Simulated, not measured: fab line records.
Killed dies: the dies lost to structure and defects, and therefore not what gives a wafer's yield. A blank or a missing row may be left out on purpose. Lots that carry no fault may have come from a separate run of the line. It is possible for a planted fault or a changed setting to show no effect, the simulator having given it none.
One fault through the eyes of 2 desks + flow gf180mcu + every desk sees just its own numbers, and what lay behind them comes last

## THE TOOL OWNER'S DESK: wet bench-03
The tool's own readings at GF_STI_WET_ETCH_17 (etches Si3N4 in H3PO4, target depth 45 nm, time 514 s): means of the sampled wafers that have a number, for each lot that ran on this tool. Marked OUT: a lot whose mean sits more than 4 standard deviations from the usual mean, which makes it out of limits; the brackets give that distance.
Columns: A = run length s at GF_STI_WET_ETCH_17, usual 544 s
| lot  | first seen here | A              |
|------|-----------------|----------------|
| L691 | day 2 01:12     | 548            |
| L702 | day 4 10:45     | 563 (+4.4) OUT |
| L703 | day 4 15:46     | 565 (+4.9) OUT |
This desk's verdict: out of limits on L702, L703, starting with L702 at day 4 10:45 (run length s at GF_STI_WET_ETCH_17). L691: within limits.

## METROLOGY DESK
What the gauges read for every lot (on any tool): the sampled wafers with a number, averaged. Marked OUT: a lot whose mean sits more than 4 standard deviations from the usual mean, which makes it out of limits; the brackets give that distance.
Columns: A = STI_CVD_03_THK at GF_STI_THK_MEAS_04, usual 207.0 nm; B = cd nm at GF_POLY_GATE_CD_MEAS_18, usual 279.0 nm
| lot  | first seen here | A     | B     |
|------|-----------------|-------|-------|
| L691 | day 1 13:34     | 208.9 | 279.4 |
| L692 | day 1 18:56     | 210.9 | 276.5 |
| L694 | day 2 04:35     | 210.4 | 276.7 |
| L701 | day 3 17:13     | 205.2 | 280.3 |
| L702 | day 3 21:56     | 207.1 | 278.9 |
| L703 | day 4 01:57     | 203.0 | 277.5 |
| L704 | day 4 08:37     | 209.0 | 276.2 |
| L705 | day 4 12:00     | 204.4 | 280.5 |
| L706 | day 4 16:34     | 207.5 | 278.4 |
| L708 | day 5 02:34     | 206.9 | 278.8 |
| L709 | day 5 07:34     | 210.2 | 279.3 |
| L710 | day 5 12:36     | 205.7 | 278.3 |
| L711 | day 5 17:37     | 209.6 | 277.8 |
| L714 | day 6 08:53     | 205.1 | 278.8 |
This desk's verdict: no lot among the 14 shows anything out of limits.

## ALL TOGETHER
At day 4 10:45, on L702, L703, the tool owner's desk was in a position to raise an alarm.
From the metrology desk's view, nothing was out of limits.
The metrology desk has L702, L703 on record, within its limits.
GF_STI_WET_ETCH_17 was run on wet bench-03 by each of the lots named.

## WHAT THE SIMULATOR HAD INSERTED
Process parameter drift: wet bench-03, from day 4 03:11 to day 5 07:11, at GF_STI_WET_ETCH_17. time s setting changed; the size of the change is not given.
Struck lots among those shown: L702, L703.
Time in hours from fault onset to the first out-of-limits reading at each desk: the tool owner's desk, 8.
